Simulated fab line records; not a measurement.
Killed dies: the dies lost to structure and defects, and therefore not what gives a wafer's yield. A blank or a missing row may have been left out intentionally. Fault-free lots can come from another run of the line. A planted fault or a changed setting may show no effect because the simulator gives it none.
Matching of chambers | flow sky130 | cmp-01 running SKY_CONTACT_CMP_27: 4 sister chambers
The step polishes, stops on SiO2, t overpolish 15 s, target thk 0 nm. 4 wafers are shown with their chamber, then 8 later ones without.

== WAFERS PAIRED WITH THEIR CHAMBERS ==
wafer  | chamber | motor_current_A (A)
L968.1 | 2       | 11.8
L968.4 | 1       | 9.6
L969.2 | 3       | 11.6
L971.4 | 0       | 11.0

== WAFERS WITHOUT THEIR CHAMBER ==
wafer  | motor_current_A (A)
L971.5 | 11.4
L971.6 | 12.1
L978.1 | 9.2
L978.2 | 10.9
L978.5 | 11.1
L979.4 | 9.3
L979.5 | 9.4
L979.6 | 11.2

== WHICH CHAMBER EACH ONE RAN IN ==
wafer  | from the rows above          | in truth
L971.5 | can't be placed: 3 or 0 or 2 | 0
L971.6 | can't be placed: 2 or 3      | 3
L978.1 | 1                            | 1
L978.2 | 0                            | 0
L978.5 | can't be placed: 0 or 3      | 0
L979.4 | 1                            | 1
L979.5 | 1                            | 1
L979.6 | can't be placed: 0 or 3 or 2 | 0
4 of 8 placed correctly. Unplaceable from these rows: 4, with the true chamber sitting among the candidates in 4. 0 placed wrongly.
How it was worked out, from the rows above alone: a wafer's distance from a chamber is the root of the sum, over the readings, of the square of ((its reading less the chamber's mean) divided by the reading's scatter). If the next closest chamber is less than 2 further off than the closest, the wafer can't be placed; otherwise it belongs to the closest. Each chamber's mean is taken over the wafers shown for it. The scatter: root of mean squared gap, hidden wafer to nearest shown wafer, with one shown wafer a chamber.
